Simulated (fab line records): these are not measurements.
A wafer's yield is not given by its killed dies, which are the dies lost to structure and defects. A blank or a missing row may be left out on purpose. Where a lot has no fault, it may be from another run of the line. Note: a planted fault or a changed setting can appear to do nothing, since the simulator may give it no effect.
A lot that was struck, set against a sound lot + flow gf180mcu + 16 out of 602 route steps
Sound: wafers L700.2, L700.3, L700.4. Struck: wafers L705.1, L705.2, L705.6. The cause is given at the end.
For every step that has rows: the tool of each side, followed by ch and its chambers, followed by its first start. Under that, the readings that differ: sound wafers + struck wafers + difference of the means + sigmas: that difference in standard deviations of wafers without a fault.
alike: readings with means less than 2 such deviations apart, plus words and numbers identical on both sides. not compared: withheld readings, readings lacking a value on some wafer, bounds such as >300 that could conceal the same value, and numbers that have no deviation in the record and whose values overlap.
The two part at a step that has a row with sigmas, a row that says differs or no value, or rows on one side only. Non-overlapping numbers with no deviation appear without sigmas and do not part them. Lack of a reading on every wafer of one side parts them only where that side has two or more wafers.

first, 2 steps without rows for these wafers: GF_MVPSD_IMPLANT_08; GF_MVPSD_IMPLANT_09.
GF_MVPSD_STRIP_10: strips in O2/N2.
  sound on plasma-asher-02 ch 0,1, day 5 06:22; struck on plasma-asher-03 ch 0,1, day 6 13:11
  alike: drypump-motor-current-A, heater-power-w, oes-product-au, strip-time-to-endpoint-s
  not compared: rf-hours-counter-h
GF_MVPSD_TW_MEAS_11:
  sound: film-metro-02 at day 5 06:29; struck: film-metro-04 at day 6 13:17
  alike: MVPSD_TW
then, 7 steps without rows for these wafers: GF_VT_IMPLANT_DEHYDRATE_00 (time 60 s); GF_VT_IMPLANT_HMDS_01 (prime time 60 s); GF_VT_IMPLANT_COAT_02 (resist thk 1000 nm); GF_VT_IMPLANT_SOFTBAKE_03 (time 60 s); GF_VT_IMPLANT_EXPOSE_04 (exposes mask LVPWELL LV AREA, target cd 600 nm); GF_VT_IMPLANT_PEB_05; GF_VT_IMPLANT_DEVELOP_06 (develop time 60 s).
GF_VT_IMPLANT_OVL_MEAS_07:
  sound: overlay-01 at day 5 20:52; struck: overlay-01 at day 7 05:09
  alike: VT_IMPLANT_OVL
GF_VT_IMPLANT_IMPLANT_08:
  sound on implanter-01 ch 0, day 5 20:55; struck on implanter-02 ch 0, day 7 05:11
| reading                   | sound             | struck            | difference | sigmas |
|---------------------------|-------------------|-------------------|------------|--------|
| implant-ion-amu           | 49 49 49          | 75 75 75          | +26        |        |
| model.implant.drp-nm (nm) | 9.752 9.752 9.752 | 7.212 7.212 7.212 | -2.540     |        |
| model.implant.rp-nm (nm)  | 16.63 16.63 16.63 | 16.17 16.17 16.17 | -0.46      |        |
  alike: end-station-pressure-torr
GF_VT_IMPLANT_STRIP_09: strips in O2/N2.
  sound on plasma-asher-03 ch 0,1, day 5 21:02; struck on plasma-asher-04 ch 0,1, day 7 05:20
  alike: drypump-motor-current-A, heater-power-w, oes-product-au, strip-time-to-endpoint-s
  not compared: rf-hours-counter-h
GF_VT_IMPLANT_TW_MEAS_10:
  sound: film-metro-01 at day 5 21:09; struck: film-metro-03 at day 7 05:40
| reading       | sound       | struck      | difference | sigmas |
|---------------|-------------|-------------|------------|--------|
| VT_IMPLANT_TW | 560 563 557 | 935 936 937 | +376       | +56    |
  not compared: hold
GF_PASSIVATION_PROBE_99:
  the record holds rows for the sound wafers here (prober-02, day 29 15:14) but none for the struck ones

== WHERE THEY PART ==
First at GF_VT_IMPLANT_TW_MEAS_10; last, within this record, at GF_PASSIVATION_PROBE_99.

WHY: what the simulator had put in
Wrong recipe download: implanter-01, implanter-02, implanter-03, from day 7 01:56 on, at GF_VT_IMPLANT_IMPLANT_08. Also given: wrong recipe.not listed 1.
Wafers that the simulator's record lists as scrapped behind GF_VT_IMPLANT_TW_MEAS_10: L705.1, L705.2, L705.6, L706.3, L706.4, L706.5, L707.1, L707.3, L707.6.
